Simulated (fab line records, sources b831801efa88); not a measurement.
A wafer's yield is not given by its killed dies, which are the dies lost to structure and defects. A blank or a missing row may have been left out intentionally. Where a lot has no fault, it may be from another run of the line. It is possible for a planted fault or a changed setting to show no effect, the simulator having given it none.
One fault seen from 2 desks / flow gf180mcu / every desk sees just its own numbers, and what lay behind them comes last

== FROM THE METROLOGY DESK ==
Means of the sampled wafers that have a number, per lot and without regard to the tool the lot ran on: this is what the gauges read. Marked OUT: a lot whose mean sits more than 4 standard deviations from the usual mean, which makes it out of limits; the brackets give that distance.
Columns: A = cd nm at GF_M1_CD_MEAS_14, usual 230.4 nm; B = cd nm at GF_V2_CD_MEAS_14, usual 260.2 nm
lot=L753; first seen here=day 18 06:04; A=228.9; B=261.0
lot=L754; first seen here=day 18 11:57; A=229.8; B=260.6
lot=L755; first seen here=day 18 21:05; A=230.4; B=261.3
lot=L757; first seen here=day 19 18:41; A=228.0; B=259.4
lot=L759; first seen here=day 20 11:03; A=230.2; B=257.7
lot=L763; first seen here=day 21 20:07; A=228.6; B=260.2
lot=L765; first seen here=day 22 14:13; A=229.9; B=258.7
lot=L766; first seen here=day 22 23:53; A=231.3; B=265.0
lot=L769; first seen here=day 24 01:33; A=232.8; B=262.6
lot=L770; first seen here=day 24 04:08; A=234.4; B=258.2
lot=L772; first seen here=day 24 19:00; A=231.3; B=260.8
lot=L773; first seen here=day 25 02:53; A=230.6; B=258.0
This desk found nothing out of limits on any of the 12 lots.

== FOR THE TOOL OWNER'S DESK: litho track-02 ==
The tool's own readings at GF_V2_PEB_12 (peb time 90 s): means of the sampled wafers that have a number, for each lot that ran on this tool. Marked OUT: a lot whose mean sits more than 4 standard deviations from the usual mean, which makes it out of limits; the brackets give that distance.
Columns: A = chill plate temp C at GF_V2_PEB_12, usual 22.98 C; B = heater power total W at GF_V2_PEB_12, usual 85.70 W; C = plate temp C at GF_V2_PEB_12, usual 135.00 C
lot=L753; first seen here=day 21 10:29; A=23.12; B=85.73; C=134.81
lot=L754; first seen here=day 21 16:51; A=23.03; B=85.66; C=134.97
lot=L757; first seen here=day 22 21:15; A=23.06; B=85.74; C=134.88
lot=L766; first seen here=day 25 22:33; A=22.90; B=86.90 (+14) OUT; C=136.55 (+9.7) OUT
lot=L769; first seen here=day 26 22:39; A=23.00; B=86.96 (+15) OUT; C=136.25 (+7.8) OUT
This desk's finding: out of limits on L766, L769; first on L766, day 25 22:33 (heater power total W at GF_V2_PEB_12). Within limits: L753, L754, L757.

== PUT TOGETHER ==
The tool owner's desk could have raised an alarm at day 25 22:33, on L766, L769.
At the metrology desk, nothing out of limits was observed.
The metrology desk has L766, L769 on record, within its limits.
All the named lots went through GF_V2_PEB_12 on litho track-02.

== WHAT THE SIMULATOR PUT IN ==
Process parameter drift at GF_V2_PEB_12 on litho track-02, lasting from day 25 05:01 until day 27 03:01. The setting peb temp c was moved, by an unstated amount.
Shown lots that were struck: L766, L769.
Delay in hours, fault start to first out-of-limits reading, by desk: the tool owner's desk at 18.
